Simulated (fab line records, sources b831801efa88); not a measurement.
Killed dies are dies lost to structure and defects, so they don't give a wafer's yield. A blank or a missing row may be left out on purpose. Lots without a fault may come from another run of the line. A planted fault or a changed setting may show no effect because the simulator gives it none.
Which tool did it? | flow sky130 | 7 lots, 21 wafers sampled, at 2 steps of a route of 708

WHAT THE GAUGES READ, wafer by wafer
SKY_CONTACT_RS_MEAS_25: measures by four-point-probe.
lot  | measured     | on            | CONTACT_W_RS (ohm/sq)
L276 | day 31 22:58 | film_metro-01 | 0.328 0.333 0.343
L278 | day 32 19:07 | film_metro-01 | 0.333 0.339 0.333
L281 | day 33 14:34 | film_metro-04 | 0.338 0.339 0.341
L282 | day 34 02:19 | film_metro-01 | 0.340 0.342 0.343
L289 | day 36 07:29 | film_metro-02 | 0.347 0.258 0.350
L294 | day 37 17:19 | film_metro-02 | 0.336 0.336 0.332
L298 | day 38 20:55 | film_metro-04 | 0.335 0.336 0.342

WHICH TOOL RAN EACH LOT (tool, then ch and the chambers of the sampled wafers, then the start)
lot  | SKY_CONTACT_CVD_24
L276 | cvd_w-01 ch 0,1, day 31 22:52
L278 | cvd_w-01 ch 0,1, day 32 19:00
L281 | cvd_w-02 ch 0,1, day 33 14:26
L282 | cvd_w-01 ch 0,1, day 34 02:12
L289 | cvd_w-01 ch 1, day 36 07:23
L294 | cvd_w-02 ch 0,1, day 37 17:12
L298 | cvd_w-02 ch 0,1, day 38 20:47
- SKY_CONTACT_CVD_24: deposits W, target thk 340 nm, time 102.12 s.

THE ANSWER, worked out from the rows above alone
Rule: what is usual is taken from the lots themselves. Put in order of their means at a reading, lots are off if they are a third of the lots or fewer, leave a main group of 4 or more, and stand apart from it by a gap of 3 or more times the standard deviation of the main group's means; of several such gaps the widest counts. A main group whose means are all the same, to the digits that the tables above print for the reading, isn't used. A lot without any number at a reading at which 4 lots or more have one is off too. The other lots that the step has rows for count as sound.
Off: L289, at SKY_CONTACT_RS_MEAS_25 (CONTACT_W_RS). The main group: mean 0.337 ohm/sq, standard deviation 0.0027.
A tool fits if, at a process step before that reading, it ran every lot that is off, and no sound lot after the first of them. The gauges at SKY_CONTACT_RS_MEAS_25 are tried like those tools. One fits: cvd_w-01 at SKY_CONTACT_CVD_24. Its last sound lot is L282 (day 34 02:12), its first lot that is off L289 (day 36 07:23): a fault that began between those two fits.

WHAT THE SIMULATOR HAD PUT IN
Process parameter drift: cvd_w-01, from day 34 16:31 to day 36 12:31, at SKY_CONTACT_CVD_24. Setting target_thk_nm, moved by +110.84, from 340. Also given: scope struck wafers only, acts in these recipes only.
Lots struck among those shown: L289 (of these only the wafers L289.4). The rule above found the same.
